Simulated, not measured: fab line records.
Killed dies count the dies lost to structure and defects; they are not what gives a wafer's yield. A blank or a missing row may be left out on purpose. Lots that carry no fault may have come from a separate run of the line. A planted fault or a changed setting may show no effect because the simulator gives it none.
Problem report in the 8D (eight disciplines) form, filled by code || flow sky130 || the parts of the form that need people (team, actions taken, sign-off) are left out

## 1. WHAT IS WRONG
Mean of run-length-s at SKY_METAL4_ETCH_16: 138.5 s across 6 wafers in 2 lots; on wafers with no fault it is 116.8 s (standard deviation 0.42). That puts it +52 standard deviations away from the usual mean.
The step: etches BARC in N2/H2, stops on SiO2, time 88.2 s, target depth 60 nm.
Earliest sighting: wafer L779.2 on rie-metal-01 at day 44 12:38. The record has a number at this step for 33 wafers belonging to 11 lots. Rule for "out" (also "out of limits"): further than 4 standard deviations from the usual mean. All remaining wafers that have a number are taken as sound.

## 2. WHAT IT IS AND WHAT IT IS NOT
{"question": "which readings at this step", "is": "run-length-s, oes-product-au", "is not": "drypump-motor-current-A, throttle-valve-pct"}
{"question": "which lots", "is": "L779, L781", "is not": "L769, L770, L773, L774, L783, L784, L785, L787, L791"}
{"question": "which wafers of those lots", "is": "all that have a number", "is not": "-"}
{"question": "read on which tools", "is": "rie-metal-01", "is not": "rie-metal-02, rie-metal-04"}
{"question": "when", "is": "from day 44 12:38", "is not": "up to then (12 sound wafers); but 15 sound wafers of L783, L784, L785, L787, L791 came after"}

## 3. WHAT RULES OUT EACH SUSPECT
Counting: a tool at any process step up to the reading remains a suspect when it ran all the lots that are out and ran no sound lot after the first of those.
- pvd-sputter-03 at SKY_METAL4_SPUTTER_04 (material TiN, target thk 70 nm, time 58.3 s): ruled out as a lasting fault. The sound lots L785 went through it after L779, its earliest lot that is out (day 42 14:23).
- rie-metal-01 at SKY_METAL4_ETCH_16 (etches BARC in N2/H2, stops on SiO2, time 88.2 s, target depth 60 nm): kept. All lots that are out passed through it, beginning with L779 at day 44 12:38, and no sound lot followed; its final sound lot before that point was L774 at day 43 02:58. On those wafers its own readings are out: oes-product-au, run-length-s.
Remaining after the count: rie-metal-01 at SKY_METAL4_ETCH_16.

## 4. THE CAUSE (what the simulator had put in)
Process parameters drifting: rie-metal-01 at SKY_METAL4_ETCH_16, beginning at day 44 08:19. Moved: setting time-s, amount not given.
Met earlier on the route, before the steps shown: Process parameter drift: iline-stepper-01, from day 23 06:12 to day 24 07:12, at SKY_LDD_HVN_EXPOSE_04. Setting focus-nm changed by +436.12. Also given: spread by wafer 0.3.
The count eliminated every tool but this one.

## 5. THE CHAIN OF EFFECTS, in route order
One row per reading whose mean, taken over the struck wafers that have a number, lies over 3 standard deviations from the usual. Only readings for which the record gives a usual standard deviation are gone through. hours: the time from each lot's start at the first step in this table that gives one to its start at this step, as a median over the lots. sigmas: the change in usual standard deviations.
{"hours": 0, "step": "SKY_METAL4_ETCH_16", "reading": "oes-product-au", "usual": "0.625 a.u.", "on struck wafers": 0.577, "change": -0.048, "sigmas": -11}
{"hours": 0, "step": "SKY_METAL4_ETCH_16", "reading": "run-length-s", "usual": "116.8 s", "on struck wafers": 138.5, "change": "+21.7", "sigmas": "+52"}
{"hours": 0, "step": "SKY_METAL4_ETCH_17", "reading": "oes-product-au", "usual": "0.754 a.u.", "on struck wafers": 0.731, "change": -0.023, "sigmas": -3.4}
Process steps it contains:
- SKY_METAL4_ETCH_16: etches BARC in N2/H2, stops on SiO2, time 88.2 s, target depth 60 nm.
- SKY_METAL4_ETCH_17: etches SiO2 in C4F8/O2/Ar, stops on TiN, time 3.9 s, target depth 15 nm.
At these later measuring or inspecting steps, every struck wafer for which the step has a row has a number for every such reading, and none has moved that far: SKY_VIA4_THK_MEAS_01.

## 6. HOW IT WOULD HAVE BEEN CAUGHT EARLIER
The fault began at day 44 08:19; the first out-of-limits reading in this record came at day 44 12:38, 4 hours later.
